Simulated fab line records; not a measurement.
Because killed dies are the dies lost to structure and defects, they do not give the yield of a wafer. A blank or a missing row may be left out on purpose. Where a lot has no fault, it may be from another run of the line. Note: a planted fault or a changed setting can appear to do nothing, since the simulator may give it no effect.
Split-lot experiment | flow sfqLine | route with 325 steps; 5 lots, 23 wafers read

## THE SPLIT
At SFQ_TRILAYER_I6_VIA_LITHO_COAT_174 (resist thk 62 nm), the setting resistThkNm was moved away from the recipe's 62 nm on 8 of the 23 wafers read, by -2.5% to +4.5%. The other wafers ran this setting at the recipe's value.

The split's own step is where the reading is taken.

## THE READING
BARC_of_TRILAYER_I6_VIA_LITHO_COAT_174.thkNm (the simulator's own value, which no gauge read), in nm, at SFQ_TRILAYER_I6_VIA_LITHO_COAT_174 (resist thk 62 nm). No usual value for it is given in the file. The 15 wafers here that ran the recipe average 61.93 nm, standard deviation 0.21 nm.

wafer  | tool, chamber at the split | resistThkNm as run, nm | against the recipe | BARC_of_TRILAYER_I6_VIA_LITHO_COAT_174.thkNm, nm | against lot-mates on the recipe
L074.2 | lithoTrack-03, 0           | 62                     | recipe             | 62.31                                            | -
L074.4 | lithoTrack-03, 0           | 62                     | recipe             | 62.39                                            | -
L074.6 | lithoTrack-03, 0           | 62                     | recipe             | 62.18                                            | -
L075.1 | lithoTrack-03, 0           | 63.6                   | +2.6%              | 63.5                                             | +1.55
L075.2 | lithoTrack-03, 0           | 63.6                   | +2.6%              | 63.43                                            | +1.48
L075.4 | lithoTrack-03, 0           | 62                     | recipe             | 61.96                                            | -
L075.5 | lithoTrack-03, 0           | 63.6                   | +2.6%              | 63.4                                             | +1.45
L075.6 | lithoTrack-03, 0           | 62                     | recipe             | 61.94                                            | -
L078.1 | lithoTrack-03, 0           | 62                     | recipe             | 61.82                                            | -
L078.3 | lithoTrack-03, 0           | 62                     | recipe             | 61.85                                            | -
L078.4 | lithoTrack-03, 0           | 62                     | recipe             | 61.9                                             | -
L078.5 | lithoTrack-03, 0           | 62                     | recipe             | 61.71                                            | -
L078.6 | lithoTrack-03, 0           | 62                     | recipe             | 61.96                                            | -
L083.1 | lithoTrack-01, 0           | 62                     | recipe             | 61.64                                            | -
L083.2 | lithoTrack-01, 0           | 64.76                  | +4.5%              | 64.73                                            | +3.04
L083.4 | lithoTrack-01, 0           | 62                     | recipe             | 61.74                                            | -
L083.5 | lithoTrack-01, 0           | 64.76                  | +4.5%              | 64.8                                             | +3.11
L083.6 | lithoTrack-01, 0           | 62                     | recipe             | 61.7                                             | -
L085.1 | lithoTrack-03, 0           | 62                     | recipe             | 61.81                                            | -
L085.2 | lithoTrack-03, 0           | 62                     | recipe             | 62.01                                            | -
L085.3 | lithoTrack-03, 0           | 60.43                  | -2.5%              | 60.32                                            | -1.59
L085.4 | lithoTrack-03, 0           | 60.43                  | -2.5%              | 60.3                                             | -1.61
L085.6 | lithoTrack-03, 0           | 60.43                  | -2.5%              | 60.52                                            | -1.39

THE FIT
A straight line over all 23 wafers: BARC_of_TRILAYER_I6_VIA_LITHO_COAT_174.thkNm changes by +0.618 nm for each +1% of resistThkNm; r = +0.99; the points scatter about the line by 0.19 nm.
The same after taking each lot's own level away (the mean of its wafers on the recipe; 23 wafers): +0.64 nm for each +1%; r = +0.99; scatter 0.12 nm.
According to that fit, moving resistThkNm by its largest amount changes the reading by 2.8 nm.
From 61.693 to 62.293 nm: that is the span of the lots' own levels, equal to 2.8 times the standard deviation above.
So the lot-to-lot level changes the slope little: the two slopes agree.
Check: with one of the wafers moved furthest among these (+4.5%) left out of the fit, the line predicts +2.79 nm for it against its lot-mates. Against them it came out at +3.04 nm.

## THESE WAFERS: OTHER SPLITS
Before the reading, these wafers also passed through other splits. Each is held against what the fit with the lots' levels taken away leaves over:
other split on the same wafers                    | wafers away from the commonest value | r with BARC_of_TRILAYER_I6_VIA_LITHO_COAT_174.thkNm (lot level and that fit taken away)
SFQ_TRILAYER_C5_LITHO_COAT_151 spinRpm            | 10                                   | +0.39
SFQ_TRILAYER_C5_LITHO_PEB_154 pebTimeS            | 5                                    | +0.03
SFQ_TRILAYER_M6_LITHO_PEB_162 pebTimeS            | 10                                   | +0.45
SFQ_TRILAYER_M6_ETCH_METAL_ETCH_162 pressureMtorr | 15                                   | +0.02

## THE FILE'S OWN FIT
BARC_of_TRILAYER_I6_VIA_LITHO_COAT_174.thkNm changes by +0.651 nm for each +1% of resistThkNm, r = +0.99.
